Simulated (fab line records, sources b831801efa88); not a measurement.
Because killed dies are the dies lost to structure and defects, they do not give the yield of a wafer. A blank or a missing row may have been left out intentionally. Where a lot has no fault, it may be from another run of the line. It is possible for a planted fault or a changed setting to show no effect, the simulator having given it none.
Which of the tools did it? + flow sfqLine + Sampling: 14 lots, 41 wafers, 3 of 325 route steps

## WHAT THE GAUGES SHOWED, per wafer
Not one reading of a measure or inspect step in the record can be checked against a usual standard deviation.

## EACH LOT AND THE TOOL THAT RAN IT (in order: tool; ch and the chambers of the sampled wafers; start)
| lot  | SFQ_TRILAYER_I7_CMP_CMP_184   | SFQ_TRILAYER_I7_METRO_MEASURE_185 | SFQ_TRILAYER_I7_VIA_ETCH_VIA_ETCH_190 |
|------|-------------------------------|-----------------------------------|---------------------------------------|
| L888 | cmp-02 ch 0,1, day 76 05:01   | filmMetro-03, day 76 09:03        | rieDiel-01 ch 2,3, day 80 07:26       |
| L889 | cmp-01 ch 0,1,3, day 76 15:01 | filmMetro-03, day 76 18:08        | rieDiel-03 ch 0,2,3, day 80 13:26     |
| L890 | cmp-02 ch 1,2,3, day 76 20:01 | filmMetro-02, day 76 23:32        | rieDiel-01 ch 1,2,3, day 80 18:14     |
| L891 | cmp-01 ch 1,2,3, day 77 10:31 | filmMetro-02, day 77 12:44        | rieDiel-02 ch 0,2,3, day 81 11:10     |
| L892 | cmp-02 ch 0,1, day 77 12:48   | filmMetro-02, day 77 16:01        | rieDiel-03 ch 0,1,2, day 81 18:33     |
| L893 | cmp-02 ch 0,2,3, day 77 15:18 | filmMetro-01, day 77 18:25        | rieDiel-02 ch 0,2,3, day 81 23:17     |
| L894 | cmp-01 ch 0,1,3, day 77 19:01 | filmMetro-02, day 77 21:20        | rieDiel-03 ch 1,3, day 82 01:41       |
| L895 | cmp-02 ch 0,1, day 77 21:48   | filmMetro-01, day 78 00:37        | rieDiel-02 ch 0,3, day 82 10:13       |
| L901 | cmp-02 ch 2, day 85 23:12     | filmMetro-01, day 86 02:13        | rieDiel-02 ch 0,1, day 86 07:06       |
| L902 | cmp-02 ch 0,2,3, day 86 02:42 | filmMetro-03, day 86 04:49        | rieDiel-01 ch 1,2,3, day 86 08:20     |
| L905 | cmp-01 ch 0,3, day 87 23:32   | filmMetro-01, day 88 02:10        | rieDiel-02 ch 0,1,2, day 88 06:27     |
| L906 | cmp-01 ch 0,1, day 88 02:14   | filmMetro-02, day 88 05:33        | rieDiel-01 ch 2,3, day 88 08:52       |
| L909 | cmp-01 ch 0,1,2, day 89 07:22 | filmMetro-01, day 89 09:53        | rieDiel-01 ch 1,2,3, day 92 08:01     |
| L910 | cmp-02 ch 0,2, day 89 13:42   | filmMetro-01, day 89 17:01        | rieDiel-03 ch 0,2, day 92 15:13       |
- SFQ_TRILAYER_I7_CMP_CMP_184: polishes SiO2.
- SFQ_TRILAYER_I7_METRO_MEASURE_185
- SFQ_TRILAYER_I7_VIA_ETCH_VIA_ETCH_190: etches SiO2 in CHF3, stops on Nb, target depth 260 nm.

## WHAT THE TOOLS THEMSELVES READ (means of the sampled wafers that have a number; where no wafer has one, the mark that the record gives instead)
SFQ_TRILAYER_I7_CMP_CMP_184. Usual: motorCurrentA 10.0 A, standard deviation 1.1; platenRpm 60.00 rpm, standard deviation 0.037; timeToEndpointS 217 s, standard deviation 8.1.
| lot  | tool   | motorCurrentA (A) | platenRpm (rpm) | timeToEndpointS (s) | flag |
|------|--------|-------------------|-----------------|---------------------|------|
| L888 | cmp-02 | 10.8              | 59.97           | 219                 |      |
| L889 | cmp-01 | 10.5              | 59.99           | 217                 |      |
| L890 | cmp-02 | 9.7               | 59.97           | 217                 |      |
| L891 | cmp-01 | 10.4              | 60.02           | 218                 |      |
| L892 | cmp-02 | 10.0              | 60.00           | 227                 |      |
| L893 | cmp-02 | 9.9               | 60.02           | 219                 |      |
| L894 | cmp-01 | 10.2              | 60.00           | 210                 |      |
| L895 | cmp-02 | 10.2              | 59.99           | 214                 |      |
| L901 | cmp-02 | 7.9               | 60.00           | 217                 |      |
| L902 | cmp-02 | 9.7               | 59.99           | 219                 |      |
| L905 | cmp-01 | 10.0              | 60.00           | 214                 |      |
| L906 | cmp-01 | 9.9               | 59.99           | 214                 |      |
| L909 | cmp-01 | 10.3              | 60.02           | 215                 |      |
| L910 | cmp-02 | 9.0               | 60.02           | 217                 |      |

SFQ_TRILAYER_I7_METRO_MEASURE_185. Usual: 200.4 nm for thkNm, sd 1.1.
| lot  | tool         | thkNm (nm) | flag |
|------|--------------|------------|------|
| L888 | filmMetro-03 | 202.0      |      |
| L889 | filmMetro-03 | 199.8      |      |
| L890 | filmMetro-02 | 201.2      |      |
| L891 | filmMetro-02 | 200.7      |      |
| L892 | filmMetro-02 | 201.5      |      |
| L893 | filmMetro-01 | 201.6      |      |
| L894 | filmMetro-02 | 199.3      |      |
| L895 | filmMetro-01 | 200.6      |      |
| L901 | filmMetro-01 | 225.7      | OFF  |
| L902 | filmMetro-03 | 216.5      | OFF  |
| L905 | filmMetro-01 | 199.9      |      |
| L906 | filmMetro-02 | 199.7      |      |
| L909 | filmMetro-01 | 200.2      |      |
| L910 | filmMetro-01 | 201.9      |      |

SFQ_TRILAYER_I7_VIA_ETCH_VIA_ETCH_190. Usual: drypumpMotorCurrentA 5.8 A, standard deviation 0.43; oesProductAu 0.856 a.u., standard deviation 0.0051; rfFwdPowerW 498.1 W, standard deviation 1.7.
| lot  | tool       | drypumpMotorCurrentA (A) | oesProductAu (a.u.) | rfFwdPowerW (W) | flag |
|------|------------|--------------------------|---------------------|-----------------|------|
| L888 | rieDiel-01 | 6.2                      | 0.856               | 498.3           |      |
| L889 | rieDiel-03 | 5.6                      | 0.848               | 497.6           |      |
| L890 | rieDiel-01 | 6.0                      | 0.860               | 499.3           |      |
| L891 | rieDiel-02 | 5.7                      | 0.856               | 497.1           |      |
| L892 | rieDiel-03 | 5.9                      | 0.859               | 498.2           |      |
| L893 | rieDiel-02 | 5.8                      | 0.862               | 498.4           |      |
| L894 | rieDiel-03 | 6.2                      | 0.853               | 500.8           |      |
| L895 | rieDiel-02 | 5.6                      | 0.855               | 500.1           |      |
| L901 | rieDiel-02 | 5.6                      | 0.915               | 497.2           | OFF  |
| L902 | rieDiel-01 | 6.0                      | 0.894               | 496.8           | OFF  |
| L905 | rieDiel-02 | 5.7                      | 0.853               | 497.7           |      |
| L906 | rieDiel-01 | 6.4                      | 0.855               | 497.4           |      |
| L909 | rieDiel-01 | 6.0                      | 0.856               | 498.3           |      |
| L910 | rieDiel-03 | 5.7                      | 0.858               | 497.1           |      |

## THE ANSWER, worked out from the rows above alone
Rule: lot off if the mean of its wafers having a number is beyond 3 standard deviations from the usual mean. A lot without any number at a reading at which 4 lots or more have one is off too. All remaining lots with rows at the step are treated as sound. The gauges are gone through in route order, then the tools' own readings, and for those a lot's mean is taken as printed above. At the first step where some lot is off, the reading lying furthest off is the one used; lots without a number count as furthest.
Off, at SFQ_TRILAYER_I7_METRO_MEASURE_185 on thkNm: L901, L902.
If a tool, at that step or one of the process steps before it, ran each lot that is off and ran no sound lot following the first of them, it fits. None of those tried fits.

## WHAT THE SIMULATOR PUT IN
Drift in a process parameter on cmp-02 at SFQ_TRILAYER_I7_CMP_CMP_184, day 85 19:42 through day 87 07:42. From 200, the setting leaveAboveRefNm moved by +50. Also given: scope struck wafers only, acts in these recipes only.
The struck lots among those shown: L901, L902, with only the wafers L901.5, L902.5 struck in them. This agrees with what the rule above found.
